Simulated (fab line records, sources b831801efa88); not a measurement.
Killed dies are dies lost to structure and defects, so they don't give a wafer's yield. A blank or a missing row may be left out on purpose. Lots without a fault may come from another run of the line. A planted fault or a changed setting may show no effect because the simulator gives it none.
A struck lot beside a sound one | flow sky130 | 44 steps out of a route of 708
Sound: wafers L443.3, L443.4, L443.6. Struck: wafers L439.4, L439.6. (L439.2 of the same lot was not struck and is left out.) The cause comes at the end.
At each step with rows: each side's tool, then ch and its chambers, then its first start. Under that, the readings that differ: sound wafers | struck wafers | difference of the means | sigmas: that difference in standard deviations of wafers without a fault.
alike: readings whose means differ by less than 2 such deviations, and words and numbers that are the same on both sides. not compared: withheld readings, readings that some wafer has no value for, bounds like >300 that may hide the same value, and numbers for which the record gives no deviation and whose values overlap.
The two part at a step that has a row with sigmas, a row that says differs or no value, or rows on one side only. Numbers that don't overlap but have no deviation are shown without sigmas and don't part them. A reading that every wafer of one side lacks parts them only if that side has two wafers or more.

first, 4 steps without rows for these wafers: SKY_VIA3_CLEAN_18 (cleans in IPA, time 180 s); SKY_VIA3_CLEAN_19 (cleans in O3/DIW); SKY_VIA3_SPUTTER_20 (material TiN, target thk 20 nm, time 80 s); SKY_VIA3_CVD_21 (deposits W, target thk 390 nm, time 117.31 s).
SKY_VIA3_RS_MEAS_22: measures by four-point-probe.
  sound on film_metro-04, day 44 09:41; struck on film_metro-02, day 43 14:27
  reading            | sound             | struck      | difference | sigmas
  VIA3_W_RS (ohm/sq) | 0.300 0.295 0.302 | 0.292 0.288 | -0.009     | -2
SKY_VIA3_THK_MEAS_23: measures by xrf.
  sound on film_metro-04, day 44 09:47; struck on film_metro-02, day 43 14:34
  alike: VIA3_W_THK
SKY_VIA3_CMP_24: polishes, stops on SiO2, t overpolish 20 s, target thk 0 nm.
  sound on cmp-02 ch 0,2,3, day 44 09:53; struck on cmp-02 ch 0,1, day 43 14:37
  alike: motor_current_A, overpolish_run_s, time_to_endpoint_s
then, 1 step without rows for these wafers: SKY_METAL4_SPUTTER_00 (material Ti, target thk 15 nm, time 10 s).
SKY_METAL4_SPUTTER_01: material TiN, target thk 20 nm, time 16.7 s.
  sound on pvd_sputter-02, day 44 10:09; struck on pvd_sputter-03, day 43 14:56
  reading                | sound          | struck    | difference | sigmas
  throttle_valve_pct (%) | 28.5 28.1 28.6 | 30.8 30.6 | +2.3       | +3
SKY_METAL4_SPUTTER_02: material AlCu, target thk 735 nm, time 39.1 s.
  sound on pvd_sputter-02, day 44 10:11; struck on pvd_sputter-03, day 43 14:58
  reading                | sound          | struck    | difference | sigmas
  throttle_valve_pct (%) | 28.5 28.3 28.5 | 30.9 30.9 | +2.5       | +3
SKY_METAL4_SPUTTER_03: material Ti, target thk 5 nm, time 3.3 s.
  sound on pvd_sputter-02, day 44 10:13; struck on pvd_sputter-03, day 43 15:00
  reading                | sound          | struck    | difference | sigmas
  throttle_valve_pct (%) | 28.5 28.1 28.5 | 30.9 30.8 | +2.5       | +3
then, 1 step without rows for these wafers: SKY_METAL4_SPUTTER_04 (material TiN, target thk 70 nm, time 58.3 s).
SKY_CAP2M_CVD_00: deposits SiO2, target thk 15.5 nm.
  sound on pecvd-01 ch 0,1, day 44 10:17; struck on pecvd-03 ch 1,2, day 43 15:04
  reading                                | sound             | struck      | difference | sigmas
  model.SiO2_of_CAP2M_CVD_00.thk_nm (nm) | 15.62 15.94 15.76 | 7.265 7.076 | -8.603     |
  alike: heater_power_w
SKY_CAP2M_THK_MEAS_01:
  sound on film_metro-01, day 44 10:20; struck on film_metro-04, day 43 15:06
  reading               | sound             | struck    | difference | sigmas
  CAP2M_CVD_00_THK (nm) | 15.59 15.94 15.75 | 7.30 7.10 | -8.56      | -37
then, 1 step without rows for these wafers: SKY_CAP2M_SPUTTER_02 (material TiN, target thk 200 nm, time 166.7 s).
SKY_CAP2M_RS_MEAS_03: measures by four-point-probe.
  sound on film_metro-04, day 44 10:31; struck on film_metro-01, day 43 15:17
  alike: CAP2M_TIN_RS
SKY_CAP2M_THK_MEAS_04: measures by xrf.
  sound on film_metro-04, day 44 10:37; struck on film_metro-01, day 43 15:23
  alike: CAP2M_TIN_THK
then, 7 steps without rows for these wafers: SKY_CAP2M_DEHYDRATE_05 (time 60 s); SKY_CAP2M_HMDS_06 (prime time 60 s); SKY_CAP2M_COAT_07 (resist thk 1140 nm); SKY_CAP2M_SOFTBAKE_08 (time 60 s); SKY_CAP2M_EXPOSE_09 (exposes mask CAP2M, target cd 1000 nm); SKY_CAP2M_PEB_10; SKY_CAP2M_DEVELOP_11 (develop time 60 s).
SKY_CAP2M_OVL_MEAS_12:
  sound on overlay-02, day 45 07:23; struck on overlay-01, day 44 13:10
  alike: CAP2M_OVL
SKY_CAP2M_METAL_ETCH_13: etches TiN in Cl2/BCl3, stops on SiO2, target depth 220 nm, time 62.9 s.
  sound on rie_metal-04 ch 0,1, day 45 07:26; struck on rie_metal-02 ch 0,1, day 44 13:11
  alike: drypump_motor_current_A, oes_product_au, throttle_valve_pct
  not compared: rf_hours_counter_h
then, 12 steps without rows for these wafers: SKY_CAP2M_STRIP_14 (strips in O2/N2); SKY_CAP2M_STRIP_15 (strips in post etch residue remover, time 1200 s); SKY_CAP2M_CLEAN_16 (cleans in IPA, time 180 s); SKY_CAP2M_CLEAN_17 (cleans in O3/DIW); SKY_METAL4_DEHYDRATE_05 (time 60 s); SKY_METAL4_HMDS_06 (prime time 60 s); SKY_METAL4_COAT_07 (resist thk 60 nm); SKY_METAL4_COAT_08 (resist thk 1140 nm); SKY_METAL4_SOFTBAKE_09 (time 90 s); SKY_METAL4_EXPOSE_10 (exposes mask MM4, target cd 300 nm); SKY_METAL4_PEB_11; SKY_METAL4_DEVELOP_12 (develop time 60 s).
SKY_METAL4_CD_MEAS_13: target cd 300 nm.
  sound on cd_sem-01, day 46 05:35; struck on cd_sem-01, day 45 11:25
  alike: cd_nm
SKY_METAL4_OVL_MEAS_14:
  sound on overlay-02, day 46 05:40; struck on overlay-02, day 45 11:31
  reading         | sound  | struck | difference | sigmas
  METAL4_OVL (nm) | 3 -7 1 | 10 12  | +12        | +2
then, 2 steps without rows for these wafers: SKY_METAL4_DESCUM_15 (chemistry O2, time 8 s); SKY_METAL4_ETCH_16 (etches BARC in N2/H2, stops on SiO2, time 88.2 s, target depth 60 nm).
SKY_METAL4_ETCH_17: etches SiO2 in C4F8/O2/Ar, stops on TiN, time 3.9 s, target depth 15 nm.
  sound on rie_diel-04 ch 0,1,2, day 46 05:50; struck on rie_diel-01 ch 1, day 45 11:41
  reading                  | sound             | struck      | difference | sigmas
  oes_product_au (a.u.)    | 0.757 0.765 0.766 | 0.554 0.554 | -0.209     | -29
  model.etch.depth_nm (nm) | 15.62 15.94 15.76 | 7.265 7.076 | -8.603     |
  not compared: rf_hours_counter_h
-- the record jumps here: 4 days lie between the struck wafers' starts before and after (it left off in module METAL4 and takes up again in module PAD_OPEN, whose first step shown is number 708 of the route) --
SKY_PAD_OPEN_PROBE_99:
  sound on prober-02, day 49 16:13; struck on prober-02, day 49 01:39
  reading                               | sound                | struck              | difference | sigmas
  model.etest.tester.sort_n_pass        | 407 390 418          | 0 0                 | -405       |
  model.etest.tester.sort_yield_pct (%) | 82.72 79.27 84.96    | 0 0                 | -82        |
  model.etest.tester.sort_bin_5_pct (%) | 10.16 14.63 7.927    | 87.26 72.05         | +68.75     |
  model.etest.tester.sort_bin_4_pct (%) | 0 0 0                | 5.219 20.63         | +12.925    |
  model.etest.cap_mim2.bv_v (V)         | 13.94 14.3 14.17     | 6.552 6.239         | -7.741     |
  model.etest.cap_mim2.leak_log10_a_cm2 | -8.999 -9.064 -8.999 | -4.411 -4.153       | +4.739     |
  model.etest.cap_mim2.c_ff_um2         | 2.321 2.27 2.292     | 4.962 5.134         | +2.754     |
  model.etest.tester.sort_bin_8_pct (%) | 0 0 0                | 2.412e-59 1.681e-68 | +1.206e-59 |
  alike: defect_limited_yield, killed_at_M0_to_M3, killed_at_M4_up, killed_at_contacts, killed_at_front_end, killed_at_other, killed_dies, killed_open, killed_short

WHERE THEY PART
First at SKY_VIA3_RS_MEAS_22; last, within this record, at SKY_METAL4_ETCH_17. Later steps at which nothing parts them and some readings are alike: SKY_PAD_OPEN_PROBE_99.

WHY: what the simulator had put in
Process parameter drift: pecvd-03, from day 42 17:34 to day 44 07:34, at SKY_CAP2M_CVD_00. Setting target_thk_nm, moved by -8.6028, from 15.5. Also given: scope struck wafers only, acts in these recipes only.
